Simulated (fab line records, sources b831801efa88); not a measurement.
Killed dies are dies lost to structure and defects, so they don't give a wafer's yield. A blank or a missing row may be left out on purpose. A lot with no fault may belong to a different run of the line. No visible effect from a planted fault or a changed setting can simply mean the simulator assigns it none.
Which tool was responsible? -- flow sky130 -- 39 wafers from 13 lots sampled at 5 of the route's 708 steps

WHAT THE GAUGES READ, wafer by wafer
SKY_GATE_OXIDE_THK_MEAS_02.
lot,measured,on,GATE_OXIDE_OXIDATION_00_THK (nm)
L317,day 12 22:19,film_metro-02,10.08 10.15 10.16
L318,day 13 02:05,film_metro-02,10.29 10.48 10.28
L319,day 13 11:43,film_metro-04,9.95 10.24 10.22
L320,day 14 02:34,film_metro-02,10.19 10.09 10.14
L321,day 14 07:32,film_metro-04,10.68 10.70 10.60
L322,day 14 12:38,film_metro-02,9.90 10.09 9.96
L323,day 14 22:23,film_metro-04,10.20 10.44 10.45
L332,day 17 20:25,film_metro-04,10.31 10.50 10.51
L334,day 18 23:05,film_metro-04,9.96 9.89 9.96
L336,day 19 09:16,film_metro-01,10.55 10.32 10.29
L337,day 19 17:45,film_metro-01,10.26 10.29 10.42
L338,day 20 01:45,film_metro-01,9.78 10.02 10.05
L340,day 20 18:11,film_metro-01,10.33 10.45 10.42

SKY_GATE_OXIDE_OVL_MEAS_10.
lot,measured,on,GATE_OXIDE_OVL (nm)
L317,day 13 23:37,overlay-01,-0.7 1.6 0.9
L318,day 14 03:23,overlay-02,-2.5 -1.9 -1.6
L319,day 14 12:36,overlay-01,0.4 2.2 -0.2
L320,day 15 04:36,overlay-02,-1.4 -2.6 -1.6
L321,day 15 10:43,overlay-01,-0.1 0.5 1.1
L322,day 15 15:55,overlay-01,-0.5 -0.3 0.7
L323,day 16 01:11,overlay-01,-1.2 1.0 0.4
L332,day 19 03:01,overlay-01,1.2 1.8 1.2
L334,day 20 06:05,overlay-02,-0.9 -1.8 -0.4
L336,day 20 17:02,overlay-01,-0.2 0.1 -1.4
L337,day 21 01:29,overlay-01,0.2 1.9 -0.3
L338,day 21 08:38,overlay-02,0.1 0.5 -0.8
L340,day 22 01:34,overlay-01,-2.4 -2.0 -1.7

SKY_LDD_N_TW_MEAS_17.
lot,measured,on,LDD_N_TW
L317,day 17 18:36,film_metro-03,2588 2572 2584
L318,day 18 00:19,film_metro-01,2601 2606 2605
L319,day 18 10:11,film_metro-03,2601 2598 2582
L320,day 19 06:20,film_metro-03,2593 2586 2594
L321,day 19 16:13,film_metro-01,2640 2631 2651
L322,day 20 00:54,film_metro-04,2615 2606 2604
L323,day 20 12:53,film_metro-01,2625 2622 2617
L332,day 23 10:19,film_metro-04,2608 2605 2615
L334,day 24 13:12,film_metro-03,2587 2591 2580
L336,day 24 23:36,film_metro-04,2602 2609 2600
L337,day 25 08:40,film_metro-03,2611 2593 2598
L338,day 25 14:34,film_metro-01,2604 2606 2613
L340,day 26 06:32,film_metro-04,2606 2601 2604

SKY_POLY_CUT_CD_MEAS_08 targets a cd of 270 nm.
lot,measured,on,cd_nm (nm)
L317,day 24 08:40,cd_sem-02,269.5 269.5 269.7
L318,day 24 15:02,cd_sem-02,269.6 270.2 268.4
L319,day 25 02:34,cd_sem-01,269.4 269.2 268.8
L320,day 25 21:24,cd_sem-01,269.9 272.0 270.9
L321,day 26 06:37,cd_sem-01,272.1 270.6 271.4
L322,day 26 15:14,cd_sem-02,264.4 273.3 271.8 264.6 273.3 271.7
L323,day 27 03:49,cd_sem-02,263.2 262.6 270.2 263.4 262.7 270.4
L332,day 29 18:09,cd_sem-02,271.4 270.8 271.9
L334,day 30 18:40,cd_sem-02,268.0 269.6 267.4
L336,day 31 04:14,cd_sem-01,270.0 269.0 270.2
L337,day 31 13:50,cd_sem-01,270.8 271.1 269.7
L338,day 31 20:19,cd_sem-01,269.3 269.2 268.4
L340,day 32 10:51,cd_sem-02,267.3 270.0 268.0

EACH LOT AND THE TOOL THAT RAN IT (in order: tool; ch and the chambers of the sampled wafers; start)
lot,SKY_POLY_CUT_EXPOSE_05
L317,"krf_scanner-01 ch 0, day 23 17:14"
L318,"krf_scanner-01 ch 0, day 23 23:49"
L319,"krf_scanner-02 ch 0, day 24 11:35"
L320,"krf_scanner-01 ch 0, day 25 06:25"
L321,"krf_scanner-02 ch 0, day 25 15:52"
L322,"krf_scanner-02 ch 0, day 25 23:41"
L323,"krf_scanner-02 ch 0, day 26 13:22"
L332,"krf_scanner-02 ch 0, day 29 04:08"
L334,"krf_scanner-01 ch 0, day 30 04:35"
L336,"krf_scanner-01 ch 0, day 30 14:20"
L337,"krf_scanner-02 ch 0, day 30 23:25"
L338,"krf_scanner-01 ch 0, day 31 05:45"
L340,"krf_scanner-01 ch 0, day 31 21:06"
- SKY_POLY_CUT_EXPOSE_05: exposes mask NPCM, target cd 270 nm.

AS READ BY THE TOOLS THEMSELVES (means over the sampled wafers that have a number; for cases with no such wafer, the mark the record gives instead)
SKY_POLY_CUT_EXPOSE_05.
lot,tool,exposure_dose_mJ_cm2
L317,krf_scanner-01,31.93
L318,krf_scanner-01,31.90
L319,krf_scanner-02,31.99
L320,krf_scanner-01,31.91
L321,krf_scanner-02,31.99
L322,krf_scanner-02,31.96
L323,krf_scanner-02,31.97
L332,krf_scanner-02,31.95
L334,krf_scanner-01,31.96
L336,krf_scanner-01,31.90
L337,krf_scanner-02,32.01
L338,krf_scanner-01,31.94
L340,krf_scanner-01,31.92

THE ANSWER, worked out from the rows above alone
Rule: the usual values come from the lots themselves. Put in order of their means at a reading, lots are off if they are a third of the lots or fewer, leave a main group of 4 or more, and stand apart from it by a gap of 3 or more times the standard deviation of the main group's means; of several such gaps the widest counts. The tables above print the reading to a certain number of digits; a main group whose means all agree to those digits is not used. Also off: a lot with no number at a reading for which 4 or more lots have one. All remaining lots with rows at the step are treated as sound. After the gauges, taken in route order, come the tools' own readings; for these a lot's mean is taken, as printed above. The first step at which some lot is off is used, and at that step the reading that is off furthest; a lot without a number counts as furthest.
No lot is off on any of the readings shown, so nothing can be concluded from this.

WHAT WAS PUT IN BY THE SIMULATOR
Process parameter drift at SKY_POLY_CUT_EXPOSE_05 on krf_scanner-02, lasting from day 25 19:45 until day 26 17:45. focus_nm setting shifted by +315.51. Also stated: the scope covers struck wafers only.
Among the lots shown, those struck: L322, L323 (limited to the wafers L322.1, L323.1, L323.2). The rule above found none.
